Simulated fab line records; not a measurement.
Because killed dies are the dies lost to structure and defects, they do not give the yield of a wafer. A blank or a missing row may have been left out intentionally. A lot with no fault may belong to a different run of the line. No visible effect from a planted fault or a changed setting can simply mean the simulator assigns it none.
Which tool is to blame? || flow sky130 || 6 lots, 18 wafers sampled, at 1 step of a route of 708

WHAT EACH GAUGE READ, for each wafer
SKY_METAL4_CD_MEAS_13: target cd 300 nm.
{"lot": "L739", "measured": "day 42 03:32", "on": "cd_sem-02", "cd_nm (nm)": "299.7 299.8 299.0"}
{"lot": "L741", "measured": "day 43 09:49", "on": "cd_sem-01", "cd_nm (nm)": "300.7 300.6 299.8"}
{"lot": "L746", "measured": "day 44 12:32", "on": "cd_sem-02", "cd_nm (nm)": "302.4 301.3 300.8"}
{"lot": "L749", "measured": "day 45 10:35", "on": "cd_sem-02", "cd_nm (nm)": "301.1 302.1 302.4"}
{"lot": "L758", "measured": "day 47 06:23", "on": "cd_sem-02", "cd_nm (nm)": "300.6 302.0 301.6"}
{"lot": "L760", "measured": "day 47 13:29", "on": "cd_sem-01", "cd_nm (nm)": "298.8 299.9 299.1"}

EACH LOT AND THE TOOL THAT RAN IT (in order: tool; ch and the chambers of the sampled wafers; start)
The record shows no process step preceding these readings.

THE ANSWER, worked out from the rows above alone
Rule: the lots themselves supply what counts as usual. The widest of any qualifying gaps counts: lots, ordered by their means at a reading, are off when they make up no more than a third of the lots, leave a main group of 4 or more, and stand apart from it by 3 or more times the standard deviation of that group's means. Not used: any main group whose means are identical at the precision the tables above print for the reading. A lot without any number at a reading at which 4 lots or more have one is off too. The other lots that the step has rows for count as sound.
No lot is off on any of the readings shown, so nothing can be concluded from this.

WHAT HAD BEEN PUT IN BY THE SIMULATOR
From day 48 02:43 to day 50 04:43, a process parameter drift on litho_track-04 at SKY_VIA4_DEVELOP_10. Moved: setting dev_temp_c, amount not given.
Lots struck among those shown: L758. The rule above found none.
